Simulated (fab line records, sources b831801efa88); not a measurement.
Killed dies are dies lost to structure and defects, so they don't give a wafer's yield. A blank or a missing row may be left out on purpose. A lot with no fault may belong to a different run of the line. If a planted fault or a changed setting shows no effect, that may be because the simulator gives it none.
fab line records ; flow sky130 ; part 2 of 2: steps 26 to 36 of 36
record: lots: 5; wafers: 15; last_day: 50
route steps=708 shown VT_ADJUST_HVTP@92 VT_ADJUST_LVTN@97 VT_ADJUST_NCORE@119
lots untouched by any fault: they come from a run of this same line in which no faults occurred
start_h: hours from the record's opening day to when the first of the lot's shown wafers began ; wait_h: hours since the lot's step before ; " as in the row above ; L1.1+2: a row that stands for several wafers ; - either no value or no given start ; * or withheld: withheld ; < > ~ a bound
route shown NAME@n: a module of which the file shows steps, and the number in the route of the first ; usual: average and standard deviation across the fault-free wafers ; same: alike in all rows ; chamber/n: place in a boat ; sites: the reading at each site ; _std_site: how widely they spread, as a standard deviation ; _edge_site: outer sites' mean less inner sites' ; radius_mm: for every site, how far away it sits from the centre of the wafer ; mask NAME#n: copy n ; behind: tool/chamber where the wafer was last shaped ; hold: the reason the lot was held/the length of the hold in hours/how it ended ; device: which transistor (n, p or np) failed to switch ; end of line: the tests these same wafers got at the end of their route ; a step given without rows: its recipe and nothing more ; killed: the dies lost at the first sort to structure and to defects; this is not the yield of the wafer ; map: a wafer's dies, x killed, . not, _ none there
set.NAME: the setting as run; set.NAME@STEP: as run at that earlier step ; model.NAME: the simulator's own value behind a step, which no gauge read
lots at some steps of the route; a table a step, a row a wafer
services: a tool's chamber out of use, with start hour (start_h, from the record's first day; less than 0 if before it), hours out, and reason
== steps ==
step: SKY_VT_ADJUST_LVTN_STRIP_20
recipe: chemistry: O2/N2; power_w: 1400; pressure_mtorr: 1500; platen_temp_c: withheld; o2_flow_sccm: 3000; n2_flow_sccm: 300; overash_fraction: 0.5
usual: chamber_pressure_mTorr: 1500.0/1.2; drypump_motor_current_A: 5.9/0.46; oes_product_au: 0.716/0.0044; strip_time_to_endpoint_s: 14.19/0.041
lot.wafer;tool;chamber;start_h;wait_h;chamber_pressure_mTorr;drypump_motor_current_A;oes_product_au;rf_hours_counter_h;strip_time_to_endpoint_s
L074.1;plasma_asher-03;1;159.55;0.1;1500.9;5.7;0.713;46;14.12
L074.5;plasma_asher-03;0;159.55;0.1;1500.6;5.2;0.710;-;14.19
L074.6;plasma_asher-03;1;159.55;0.1;1501.4;5.7;0.720;-;14.14
L076.2;plasma_asher-02;1;175.30;0.1;1500.2;6.5;0.720;51;14.14
L076.4;plasma_asher-02;1;175.30;0.1;1499.2;6.5;0.709;-;14.14
L076.6;plasma_asher-02;0;175.30;0.1;1498.6;6.3;0.722;-;14.13
L079.1;plasma_asher-03;1;196.17;0.1;1500.4;5.7;0.716;49;14.17
L079.2;plasma_asher-03;0;196.17;0.1;1500.6;5.2;0.711;49;14.16
L079.6;plasma_asher-03;1;196.17;0.1;1500.3;5.7;0.723;-;14.21
L096.1;plasma_asher-02;0;308.07;0.1;1500.6;6.3;0.714;64;14.23
L096.2;plasma_asher-02;1;308.07;0.1;1499.5;6.5;0.714;64;14.24
L096.6;plasma_asher-02;0;308.07;0.1;1501.5;6.3;0.714;-;14.19
L097.2;plasma_asher-03;0;328.97;0.1;1500.0;5.2;0.715;63;14.14
L097.4;plasma_asher-03;1;328.97;0.1;1500.8;5.7;0.722;-;14.12
L097.6;plasma_asher-03;0;328.97;0.1;1500.9;5.2;0.711;-;14.12
step: SKY_VT_ADJUST_LVTN_TW_MEAS_21
usual: VT_ADJUST_LVTN_2_TW: 186.8/1.6
lot.wafer;tool;chamber;start_h;wait_h;VT_ADJUST_LVTN_2_TW
L074.1;film_metro-04;-;159.65;0.1;185.1
L074.5;film_metro-04;-;159.65;0.1;184.5
L074.6;film_metro-04;-;159.65;0.1;184.9
L076.2;film_metro-04;-;175.41;0.1;186.1
L076.4;film_metro-04;-;175.41;0.1;187.6
L076.6;film_metro-04;-;175.41;0.1;186.0
L079.1;film_metro-03;-;196.27;0.1;187.3
L079.2;film_metro-03;-;196.27;0.1;187.7
L079.6;film_metro-03;-;196.27;0.1;187.7
L096.1;film_metro-04;-;308.17;0.1;186.3
L096.2;film_metro-04;-;308.17;0.1;186.3
L096.6;film_metro-04;-;308.17;0.1;186.9
L097.2;film_metro-03;-;329.08;0.1;189.0
L097.4;film_metro-03;-;329.08;0.1;188.5
L097.6;film_metro-03;-;329.08;0.1;188.0
step: SKY_VT_ADJUST_NCORE_DEHYDRATE_00
recipe: temp_c: 200; time_s: 60
usual: plate_temp_C: 200.00/0.17
lot.wafer;tool;chamber;start_h;wait_h;plate_temp_C
L074.1;litho_track-02;0;169.93;10.3;199.90
L074.5;litho_track-02;0;169.93;10.3;199.80
L074.6;litho_track-02;0;169.93;10.3;199.85
L076.2;litho_track-03;0;185.71;10.3;200.05
L076.4;litho_track-03;0;185.71;10.3;199.79
L076.6;litho_track-03;0;185.71;10.3;199.96
L079.1;litho_track-03;0;206.19;9.9;200.02
L079.2;litho_track-03;0;206.19;9.9;199.99
L079.6;litho_track-03;0;206.19;9.9;199.76
L096.1;litho_track-01;0;320.03;11.9;200.25
L096.2;litho_track-01;0;320.03;11.9;200.31
L096.6;litho_track-01;0;320.03;11.9;200.01
L097.2;litho_track-01;0;342.06;13.0;200.16
L097.4;litho_track-01;0;342.06;13.0;199.84
L097.6;litho_track-01;0;342.06;13.0;200.08
step: SKY_VT_ADJUST_NCORE_HMDS_01
recipe: prime_time_s: 60; prime_temp_c: 120
same: prime_time_s: 60
lot.wafer;tool;chamber;start_h;wait_h
L074.1+5+6;litho_track-02;0;170.08;0.1
L076.2+4+6;litho_track-03;0;185.86;0.1
L079.1+2+6;litho_track-03;0;206.34;0.1
L096.1+2+6;litho_track-01;0;320.18;0.1
L097.2+4+6;litho_track-01;0;342.21;0.1
step: SKY_VT_ADJUST_NCORE_COAT_02
recipe: resist: NOVOLAK; spin_rpm: 3000; resist_thk_nm: 1134
lot.wafer;tool;chamber;start_h;wait_h
L074.1+5+6;litho_track-02;0;170.23;0.1
L076.2+4+6;litho_track-03;0;186.01;0.1
L079.1+2+6;litho_track-03;0;206.49;0.1
L096.1+2+6;litho_track-01;0;320.33;0.1
L097.2+4+6;litho_track-01;0;342.36;0.1
step: SKY_VT_ADJUST_NCORE_SOFTBAKE_03
recipe: temp_c: 90; time_s: 60; resist: NOVOLAK
usual: plate_temp_C: 90.02/0.13
lot.wafer;tool;chamber;start_h;wait_h;plate_temp_C
L074.1;litho_track-02;0;170.38;0.1;90.00
L074.5;litho_track-02;0;170.38;0.1;90.22
L074.6;litho_track-02;0;170.38;0.1;90.15
L076.2;litho_track-03;0;186.16;0.1;90.16
L076.4;litho_track-03;0;186.16;0.1;89.88
L076.6;litho_track-03;0;186.16;0.1;90.03
L079.1;litho_track-03;0;206.64;0.1;90.02
L079.2;litho_track-03;0;206.64;0.1;90.19
L079.6;litho_track-03;0;206.64;0.1;90.10
L096.1;litho_track-01;0;320.48;0.1;90.07
L096.2;litho_track-01;0;320.48;0.1;90.19
L096.6;litho_track-01;0;320.48;0.1;90.10
L097.2;litho_track-01;0;342.51;0.1;89.92
L097.4;litho_track-01;0;342.51;0.1;89.98
L097.6;litho_track-01;0;342.51;0.1;90.10
step: SKY_VT_ADJUST_NCORE_EXPOSE_04
recipe: mask_id: LVTN_COMPLEMENT_THIN; na: 0.6; source_shape: conventional; sigma_outer: 0.6; polarization: unpolarized; target_cd_nm: 380; dose_mj: 139
usual: reticle_temp_C: 23.00/0.1
lot.wafer;tool;chamber;start_h;wait_h;mask;reticle_temp_C
L074.1;iline_stepper-02;0;-;-;LVTN_COMPLEMENT_THIN#0;22.98
L074.5;iline_stepper-02;0;-;-;LVTN_COMPLEMENT_THIN#0;23.11
L074.6;iline_stepper-02;0;-;-;LVTN_COMPLEMENT_THIN#0;23.18
L076.2;iline_stepper-01;0;-;-;LVTN_COMPLEMENT_THIN#0;22.99
L076.4;iline_stepper-01;0;-;-;LVTN_COMPLEMENT_THIN#0;23.09
L076.6;iline_stepper-01;0;-;-;LVTN_COMPLEMENT_THIN#0;23.02
L079.1;iline_stepper-01;0;-;-;LVTN_COMPLEMENT_THIN#0;23.01
L079.2;iline_stepper-01;0;-;-;LVTN_COMPLEMENT_THIN#0;22.92
L079.6;iline_stepper-01;0;-;-;LVTN_COMPLEMENT_THIN#0;23.08
L096.1;iline_stepper-01;0;-;-;LVTN_COMPLEMENT_THIN#0;22.94
L096.2;iline_stepper-01;0;-;-;LVTN_COMPLEMENT_THIN#0;22.99
L096.6;iline_stepper-01;0;-;-;LVTN_COMPLEMENT_THIN#0;23.06
L097.2;iline_stepper-02;0;-;-;LVTN_COMPLEMENT_THIN#0;23.02
L097.4;iline_stepper-02;0;-;-;LVTN_COMPLEMENT_THIN#0;22.79
L097.6;iline_stepper-02;0;-;-;LVTN_COMPLEMENT_THIN#0;23.09
step: SKY_VT_ADJUST_NCORE_PEB_05
recipe: temp_c: withheld; time_s: *; resist: NOVOLAK
lot.wafer;tool;chamber;start_h;wait_h
L074.1+5+6;litho_track-02;0;-;-
L076.2+4+6;litho_track-02;0;-;-
L079.1+2+6;litho_track-02;0;-;-
L096.1+2+6;litho_track-01;0;-;-
L097.2+4+6;litho_track-02;0;-;-
step: SKY_VT_ADJUST_NCORE_DEVELOP_06
recipe: resist: NOVOLAK; developer: TMAH; develop_time_s: 60; dev_temp_c: 23
lot.wafer;tool;chamber;start_h;wait_h
L074.1+5+6;litho_track-02;0;180.13;0.1
L076.2+4+6;litho_track-02;0;196.76;0.1
L079.1+2+6;litho_track-02;0;213.43;0.1
L096.1+2+6;litho_track-01;0;334.38;0.1
L097.2+4+6;litho_track-02;0;355.41;0.1
step: SKY_VT_ADJUST_NCORE_CD_MEAS_07
recipe: target_cd_nm: 380
usual: cd_nm: 379.4/2.1
lot.wafer;tool;chamber;start_h;wait_h;cd_nm
L074.1;cd_sem-02;-;180.28;0.1;384.7
L074.5;cd_sem-02;-;180.28;0.1;381.7
L074.6;cd_sem-02;-;180.28;0.1;380.4
L076.2;cd_sem-02;-;196.90;0.1;374.0
L076.4;cd_sem-02;-;196.90;0.1;377.3
L076.6;cd_sem-02;-;196.90;0.1;376.6
L079.1;cd_sem-01;-;213.58;0.1;378.4
L079.2;cd_sem-01;-;213.58;0.1;377.5
L079.6;cd_sem-01;-;213.58;0.1;379.8
L096.1;cd_sem-01;-;334.53;0.1;375.5
L096.2;cd_sem-01;-;334.53;0.1;377.4
L096.6;cd_sem-01;-;334.53;0.1;377.2
L097.2;cd_sem-02;-;355.55;0.1;381.4
L097.4;cd_sem-02;-;355.55;0.1;382.0
L097.6;cd_sem-02;-;355.55;0.1;381.9
step: SKY_VT_ADJUST_NCORE_OVL_MEAS_08
usual: VT_ADJUST_NCORE_OVL: 0.1/1.4
lot.wafer;tool;chamber;start_h;wait_h;VT_ADJUST_NCORE_OVL[nm]
L074.1;overlay-01;-;180.40;0.1;2.1
L074.5;overlay-01;-;180.40;0.1;1.3
L074.6;overlay-01;-;180.40;0.1;1.3
L076.2;overlay-01;-;197.01;0.1;-0.6
L076.4;overlay-01;-;197.01;0.1;0.7
L076.6;overlay-01;-;197.01;0.1;-0.8
L079.1;overlay-01;-;213.70;0.1;2.7
L079.2;overlay-01;-;213.70;0.1;1.7
L079.6;overlay-01;-;213.70;0.1;2.6
L096.1;overlay-01;-;334.65;0.1;1.9
L096.2;overlay-01;-;334.65;0.1;2.5
L096.6;overlay-01;-;334.65;0.1;1.7
L097.2;overlay-01;-;355.66;0.1;0.7
L097.4;overlay-01;-;355.66;0.1;-0.4
L097.6;overlay-01;-;355.66;0.1;0.8
== services ==
tool;chamber;start_h;hours;kind
iline_stepper-01;-;98.47;3.9;repair
iline_stepper-01;-;111.00;1.7;pm
plasma_asher-04;-;111.77;4.8;repair
iline_stepper-01;-;113.23;4.2;repair
implanter-04;-;116.75;4.2;repair
implanter-04;-;120.93;3.8;pm
iline_stepper-02;-;142.00;1.7;pm
implanter-03;-;152.00;13.5;repair
implanter-01;-;156.32;7.0;repair
implanter-02;-;165.65;2.2;repair
iline_stepper-01;-;188.59;4.4;repair
implanter-03;-;197.17;1.8;repair
implanter-03;-;208.88;1.8;repair
implanter-01;-;236.77;1.3;repair
implanter-04;-;248.07;8.0;pm
implanter-03;-;255.38;1.4;repair
implanter-04;-;298.75;5.0;pm
iline_stepper-01;-;314.71;2.1;pm
implanter-01;-;323.61;6.0;repair
implanter-01;-;327.48;5.4;repair
iline_stepper-01;-;329.20;1.7;pm
implanter-01;-;340.56;3.1;pm
implanter-04;-;345.51;3.1;repair
iline_stepper-01;-;355.03;3.1;repair
